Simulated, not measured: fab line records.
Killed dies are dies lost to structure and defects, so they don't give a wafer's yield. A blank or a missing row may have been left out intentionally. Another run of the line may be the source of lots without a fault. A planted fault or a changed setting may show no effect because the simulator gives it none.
Problem report, 8D (eight disciplines) form, completed by code + flow gf180mcu + the parts of the form that need people (team, actions taken, sign-off) are left out

## 1. THE PROBLEM
Mean V3_CVD_02_THK at GF_V3_THK_MEAS_03: 268 nm over 4 wafers in 3 lots; fault-free wafers: 852 nm, standard deviation 12. That is -49 standard deviations from the usual mean.
First observed at day 26 16:11: wafer L310.2, on film-metro-01. The record has a number at this step for 36 wafers belonging to 12 lots. By rule, "out" or "out of limits" means more than 4 standard deviations away from the usual mean. Any other wafer with a number is counted as sound.

## 2. WHAT IT IS; WHAT IT IS NOT
| question                    | is                             | is not                                                                                       |
|-----------------------------|--------------------------------|----------------------------------------------------------------------------------------------|
| which readings at this step | V3_CVD_02_THK                  | -                                                                                            |
| which lots                  | L310, L311, L312               | L296, L300, L303, L305, L307, L308, L313, L314, L318                                         |
| which wafers of those lots  | L310.2, L310.6, L311.1, L312.6 | L310.5, L311.2, L311.4, L312.3, L312.4                                                       |
| read on which gauges        | film-metro-01, film-metro-02   | film-metro-04                                                                                |
| when                        | from day 26 16:11              | up to then (19 sound wafers); but 13 sound wafers of L311, L312, L313, L314, L318 came after |

## 3. WHAT RULES OUT EACH SUSPECT
Counting: if a tool at a process step up to the reading ran every lot that is out, it stays a suspect. Sound lots after the first of them don't rule it out here, since some wafers of a struck lot are sound.
- the gauge at GF_V3_THK_MEAS_03: ruled out. The wafers that are out were read on 2 gauges (film-metro-01, film-metro-02).
- pecvd-04 at GF_V3_CVD_02 (deposits SiO2 from TEOS, target thk 850 nm, time 94.851 s): kept. Ran every lot that is out, first one L310 (day 26 16:07); last sound lot up to then L308 (day 26 03:32). Its own readings are out on those wafers: run-length-s.
- Within pecvd-04 at GF_V3_CVD_02: the wafers that are out ran in chamber 0; their sound lot-mates ran in chambers 1, 2.
Remaining after the count: pecvd-04 at GF_V3_CVD_02.

## 4. THE CAUSE (what the simulator had put in)
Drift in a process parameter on pecvd-04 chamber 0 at GF_V3_CVD_02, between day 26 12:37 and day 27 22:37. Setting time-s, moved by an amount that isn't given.
The count eliminated every tool but this one.

## 5. THE CHAIN OF EFFECTS, in route order
Rows list readings where the struck wafers' mean (over those with a number) sits beyond 3 standard deviations from the usual. Only readings whose record carries a usual standard deviation are examined. hours: median over the lots of the time between each lot's start at the first step of this table that gives one and its start at this step. sigmas: the change, counted in usual standard deviations.
| hours | step              | reading            | usual      | on struck wafers | change | sigmas      |
|-------|-------------------|--------------------|------------|------------------|--------|-------------|
| 0     | GF_V3_CVD_02      | run-length-s       | 122.9 s    | 58.3             | -64.6  | -99 or more |
| 0     | GF_V3_THK_MEAS_03 | V3_CVD_02_THK      | 852 nm     | 268              | -584   | -49         |
| 0     | GF_V3_CMP_04      | time-to-endpoint-s | 80 s       | 9                | -71    | -11         |
| -     | GF_V3_ETCH_17     | oes-product-au     | 0.856 a.u. | 0.581            | -0.275 | -58         |
Process steps it contains:
- GF_V3_CVD_02: deposits SiO2 from TEOS, target thk 850 nm, time 94.851 s.
- GF_V3_CMP_04: polishes SiO2.
- GF_V3_ETCH_17: etches SiO2 in C4F8/O2/Ar, stops on TiN, target depth 635 nm.
Readings that are blank on the struck wafers while sound wafers have them: susceptor-temp-C at GF_V3_CVD_02.
Later measuring or inspecting steps at which every struck wafer that the step has a row for has a number for every such reading, and none has moved that far: GF_V3_BOW_MEAS_05, GF_V3_OVL_MEAS_15.

## 6. WHAT WOULD HAVE CAUGHT IT SOONER
The first out-of-limits reading at a measuring or inspecting step in this record came at day 26 16:11, 4 hours after the fault's start at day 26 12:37.
Tool's own readings at GF_V3_CVD_02, run-length-s: out on all struck wafers the step has rows for; an alarm limit on them would have tripped on the first.
Of the lots that are out (3), L311, L312 began GF_V3_CVD_02 on pecvd-04 after day 26 16:11. A hold on the tool at that time would have spared those 2.
